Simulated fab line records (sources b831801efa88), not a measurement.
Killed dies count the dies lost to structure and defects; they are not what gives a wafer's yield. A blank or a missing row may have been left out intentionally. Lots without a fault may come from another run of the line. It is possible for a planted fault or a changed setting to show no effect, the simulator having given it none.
A sampling plan put to the test || flow gf180mcu || 22 faults told of in these records, all on one fab line, each judged by the records of the lots it struck
The line's own looks make up the plan; these are the steps of the route where a gauge or inspection reads the wafer and leaves it unchanged. Where struck wafers have a number at a look and the file lists that look's usual mean and standard deviation on fault-free wafers, the look can be judged. Caught: the struck wafers' mean, at a look after the fault's first step, is 4 or more of those standard deviations (sigma) away from the usual mean. On the tool: the same test on the tool's own readings at the fault's steps. A different recipe on the struck wafers counts as caught too, as does a record blank only for those wafers.

== THE FAULTS, as the simulator had put them in ==
1. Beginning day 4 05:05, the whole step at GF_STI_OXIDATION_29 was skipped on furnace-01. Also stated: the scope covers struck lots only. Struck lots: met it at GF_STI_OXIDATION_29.
2. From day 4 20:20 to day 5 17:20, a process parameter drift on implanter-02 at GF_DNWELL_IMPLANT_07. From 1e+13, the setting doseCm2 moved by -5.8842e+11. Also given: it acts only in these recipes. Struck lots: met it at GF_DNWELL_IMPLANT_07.
3. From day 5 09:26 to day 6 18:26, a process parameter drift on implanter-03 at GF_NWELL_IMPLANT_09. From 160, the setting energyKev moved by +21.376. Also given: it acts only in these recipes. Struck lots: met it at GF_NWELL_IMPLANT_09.
4. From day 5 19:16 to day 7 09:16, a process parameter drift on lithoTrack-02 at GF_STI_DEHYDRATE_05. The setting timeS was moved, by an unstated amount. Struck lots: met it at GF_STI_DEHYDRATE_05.
5. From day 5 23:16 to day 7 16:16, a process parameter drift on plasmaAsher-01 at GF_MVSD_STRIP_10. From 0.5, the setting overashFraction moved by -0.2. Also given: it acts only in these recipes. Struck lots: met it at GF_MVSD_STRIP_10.
6. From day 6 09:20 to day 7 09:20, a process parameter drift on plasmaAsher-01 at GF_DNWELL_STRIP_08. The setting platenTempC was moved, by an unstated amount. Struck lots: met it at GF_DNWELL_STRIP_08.
7. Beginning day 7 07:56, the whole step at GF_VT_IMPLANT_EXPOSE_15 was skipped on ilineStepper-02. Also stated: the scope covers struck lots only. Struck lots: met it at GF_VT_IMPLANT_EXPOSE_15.
8. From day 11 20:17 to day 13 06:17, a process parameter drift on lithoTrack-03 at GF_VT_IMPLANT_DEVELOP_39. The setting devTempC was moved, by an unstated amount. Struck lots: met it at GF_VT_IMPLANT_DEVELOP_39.
9. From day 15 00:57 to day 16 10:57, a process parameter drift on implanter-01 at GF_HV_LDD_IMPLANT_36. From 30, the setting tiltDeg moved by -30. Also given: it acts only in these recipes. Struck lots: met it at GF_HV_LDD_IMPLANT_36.
10. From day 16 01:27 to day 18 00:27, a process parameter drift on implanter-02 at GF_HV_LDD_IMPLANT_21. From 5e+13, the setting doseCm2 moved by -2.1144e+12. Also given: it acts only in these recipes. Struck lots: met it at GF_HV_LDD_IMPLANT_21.
11. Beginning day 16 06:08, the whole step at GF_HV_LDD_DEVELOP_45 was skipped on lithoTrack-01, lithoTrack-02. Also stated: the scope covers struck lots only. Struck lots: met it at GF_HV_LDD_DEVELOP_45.
12. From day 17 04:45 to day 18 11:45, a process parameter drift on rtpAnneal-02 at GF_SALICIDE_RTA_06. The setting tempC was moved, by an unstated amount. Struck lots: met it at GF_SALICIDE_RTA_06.
13. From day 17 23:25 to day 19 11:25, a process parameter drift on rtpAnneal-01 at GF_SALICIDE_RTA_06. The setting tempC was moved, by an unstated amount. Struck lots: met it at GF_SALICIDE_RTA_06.
14. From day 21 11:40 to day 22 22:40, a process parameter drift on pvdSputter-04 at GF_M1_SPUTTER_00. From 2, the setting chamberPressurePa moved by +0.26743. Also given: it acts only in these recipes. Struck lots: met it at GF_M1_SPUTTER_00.
15. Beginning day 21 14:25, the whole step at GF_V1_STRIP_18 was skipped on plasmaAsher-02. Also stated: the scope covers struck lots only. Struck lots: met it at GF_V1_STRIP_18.
16. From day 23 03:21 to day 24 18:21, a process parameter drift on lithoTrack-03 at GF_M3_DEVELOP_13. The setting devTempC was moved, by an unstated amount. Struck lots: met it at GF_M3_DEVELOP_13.
17. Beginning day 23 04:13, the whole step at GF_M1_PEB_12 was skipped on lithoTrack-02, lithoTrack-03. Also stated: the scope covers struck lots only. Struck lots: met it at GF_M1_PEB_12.
18. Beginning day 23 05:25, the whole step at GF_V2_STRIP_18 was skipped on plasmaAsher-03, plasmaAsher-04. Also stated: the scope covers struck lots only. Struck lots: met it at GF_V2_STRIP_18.
19. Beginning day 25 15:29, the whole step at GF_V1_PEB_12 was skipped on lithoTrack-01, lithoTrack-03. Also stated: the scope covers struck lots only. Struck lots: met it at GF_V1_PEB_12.
20. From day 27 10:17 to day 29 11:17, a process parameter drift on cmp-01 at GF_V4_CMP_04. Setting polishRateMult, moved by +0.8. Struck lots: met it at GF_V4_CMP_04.
21. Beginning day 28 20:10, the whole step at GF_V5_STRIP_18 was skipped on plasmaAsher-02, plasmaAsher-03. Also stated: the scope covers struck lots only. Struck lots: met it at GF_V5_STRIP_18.
22. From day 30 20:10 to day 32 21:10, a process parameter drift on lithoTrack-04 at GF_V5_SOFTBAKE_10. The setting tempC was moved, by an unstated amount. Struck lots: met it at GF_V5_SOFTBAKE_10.

== WHAT THE PLAN SAW ==
{"fault": 1, "on the tool itself": "the tool's record is blank for the struck wafers", "first look that catches it": "no look after it can be judged", "reading, sigma": "-", "median hours from its first step to that look": "-", "hours from the fault's start to the first struck lot there": "-", "judged looks passed uncaught": 0}
{"fault": 2, "on the tool itself": "doseIonsCm2 -49 sigma", "first look that catches it": "not the one look that can be judged after it", "reading, sigma": "-", "median hours from its first step to that look": "-", "hours from the fault's start to the first struck lot there": "-", "judged looks passed uncaught": 1}
{"fault": 3, "on the tool itself": "beamEnergyKeV +99 or beyond sigma", "first look that catches it": "not the one look that can be judged after it", "reading, sigma": "-", "median hours from its first step to that look": "-", "hours from the fault's start to the first struck lot there": "-", "judged looks passed uncaught": 1}
{"fault": 4, "on the tool itself": "runLengthS +9.3 sigma", "first look that catches it": "not the one look that can be judged after it", "reading, sigma": "-", "median hours from its first step to that look": "-", "hours from the fault's start to the first struck lot there": "-", "judged looks passed uncaught": 1}
{"fault": 5, "on the tool itself": "oesProductAu +17 sigma", "first look that catches it": "none of the 2 looks that can be judged after it", "reading, sigma": "-", "median hours from its first step to that look": "-", "hours from the fault's start to the first struck lot there": "-", "judged looks passed uncaught": 2}
{"fault": 6, "on the tool itself": "stripTimeToEndpointS +70 sigma", "first look that catches it": "not the one look that can be judged after it", "reading, sigma": "-", "median hours from its first step to that look": "-", "hours from the fault's start to the first struck lot there": "-", "judged looks passed uncaught": 1}
{"fault": 7, "on the tool itself": "no reading that can be judged", "first look that catches it": "no look after it can be judged", "reading, sigma": "-", "median hours from its first step to that look": "-", "hours from the fault's start to the first struck lot there": "-", "judged looks passed uncaught": 0}
{"fault": 8, "on the tool itself": "developerTempC +7.9 sigma", "first look that catches it": "no look after it can be judged", "reading, sigma": "-", "median hours from its first step to that look": "-", "hours from the fault's start to the first struck lot there": "-", "judged looks passed uncaught": 0}
{"fault": 9, "on the tool itself": "tiltDeg -99 or beyond sigma", "first look that catches it": "GF_HV_LDD_RS_MEAS_53", "reading, sigma": "HV_LDD_RS -38", "median hours from its first step to that look": 22.7, "hours from the fault's start to the first struck lot there": 32, "judged looks passed uncaught": 0}
{"fault": 10, "on the tool itself": "doseIonsCm2 -40 sigma", "first look that catches it": "no look after it can be judged", "reading, sigma": "-", "median hours from its first step to that look": "-", "hours from the fault's start to the first struck lot there": "-", "judged looks passed uncaught": 0}
{"fault": 11, "on the tool itself": "the tool's record is blank for the struck wafers", "first look that catches it": "no look after it can be judged", "reading, sigma": "-", "median hours from its first step to that look": "-", "hours from the fault's start to the first struck lot there": "-", "judged looks passed uncaught": 0}
{"fault": 12, "on the tool itself": "wafer_temp_C_max -50 sigma", "first look that catches it": "not the one look that can be judged after it", "reading, sigma": "-", "median hours from its first step to that look": "-", "hours from the fault's start to the first struck lot there": "-", "judged looks passed uncaught": 1}
{"fault": 13, "on the tool itself": "wafer_temp_C_max -60 sigma", "first look that catches it": "no look after it can be judged", "reading, sigma": "-", "median hours from its first step to that look": "-", "hours from the fault's start to the first struck lot there": "-", "judged looks passed uncaught": 0}
{"fault": 14, "on the tool itself": "chamberPressurePa +67 sigma", "first look that catches it": "no look after it can be judged", "reading, sigma": "-", "median hours from its first step to that look": "-", "hours from the fault's start to the first struck lot there": "-", "judged looks passed uncaught": 0}
{"fault": 15, "on the tool itself": "the tool's record is blank for the struck wafers", "first look that catches it": "no look after it can be judged", "reading, sigma": "-", "median hours from its first step to that look": "-", "hours from the fault's start to the first struck lot there": "-", "judged looks passed uncaught": 0}
{"fault": 16, "on the tool itself": "developerTempC -7.5 sigma", "first look that catches it": "no look after it can be judged", "reading, sigma": "-", "median hours from its first step to that look": "-", "hours from the fault's start to the first struck lot there": "-", "judged looks passed uncaught": 0}
{"fault": 17, "on the tool itself": "the tool's record is blank for the struck wafers", "first look that catches it": "no look after it can be judged", "reading, sigma": "-", "median hours from its first step to that look": "-", "hours from the fault's start to the first struck lot there": "-", "judged looks passed uncaught": 0}
{"fault": 18, "on the tool itself": "the tool's record is blank for the struck wafers", "first look that catches it": "no look after it can be judged", "reading, sigma": "-", "median hours from its first step to that look": "-", "hours from the fault's start to the first struck lot there": "-", "judged looks passed uncaught": 0}
{"fault": 19, "on the tool itself": "the tool's record is blank for the struck wafers", "first look that catches it": "no look after it can be judged", "reading, sigma": "-", "median hours from its first step to that look": "-", "hours from the fault's start to the first struck lot there": "-", "judged looks passed uncaught": 0}
{"fault": 20, "on the tool itself": "timeToEndpointS -6.8 sigma", "first look that catches it": "not the one look that can be judged after it", "reading, sigma": "-", "median hours from its first step to that look": "-", "hours from the fault's start to the first struck lot there": "-", "judged looks passed uncaught": 1}
{"fault": 21, "on the tool itself": "the tool's record is blank for the struck wafers", "first look that catches it": "no look after it can be judged", "reading, sigma": "-", "median hours from its first step to that look": "-", "hours from the fault's start to the first struck lot there": "-", "judged looks passed uncaught": 0}
{"fault": 22, "on the tool itself": "heaterPowerTotalW +84 sigma", "first look that catches it": "GF_V5_CD_MEAS_14", "reading, sigma": "cdNm +10", "median hours from its first step to that look": 8.9, "hours from the fault's start to the first struck lot there": 17, "judged looks passed uncaught": 0}
A dash: this means the fault isn't caught or the number doesn't appear in these records.

Caught at a look: 2 of 22. Caught on the tool: 21 of 22. By one or the other: 21 of 22.
Faults 1, 2, 3, 4, 5, 6, 8, 10, 11, 12, 13, 14, 15, 16, 17, 18, 19, 20, 21 were caught on the tool alone.
Caught by neither: fault 7.

== THINNER SAMPLING ==
If the look that catches a fault measured only every second or every third lot, by lot number, the first struck lot would be measured this late in the worst case:
{"fault": 9, "struck lots at that look, in order of time": "L604, L605", "every lot": "32 h", "every second lot": "43 h", "every third lot": "may miss all 2"}
{"fault": 22, "struck lots at that look, in order of time": "L890, L891", "every lot": "17 h", "every second lot": "19 h", "every third lot": "may miss all 2"}
The hour figures run from when the fault began to the first measured lot among those it struck. The test against the limit of 4 sigma pooled every struck wafer, which means one lot taken alone may stay below that limit. Other struck lots may not be in these records.

== THE LONGEST TIMED WAY FROM STEP TO LOOK ==
Fault 9: median gap of 22.7 hours between GF_HV_LDD_IMPLANT_36 and GF_HV_LDD_RS_MEAS_53. No look between them can be judged.
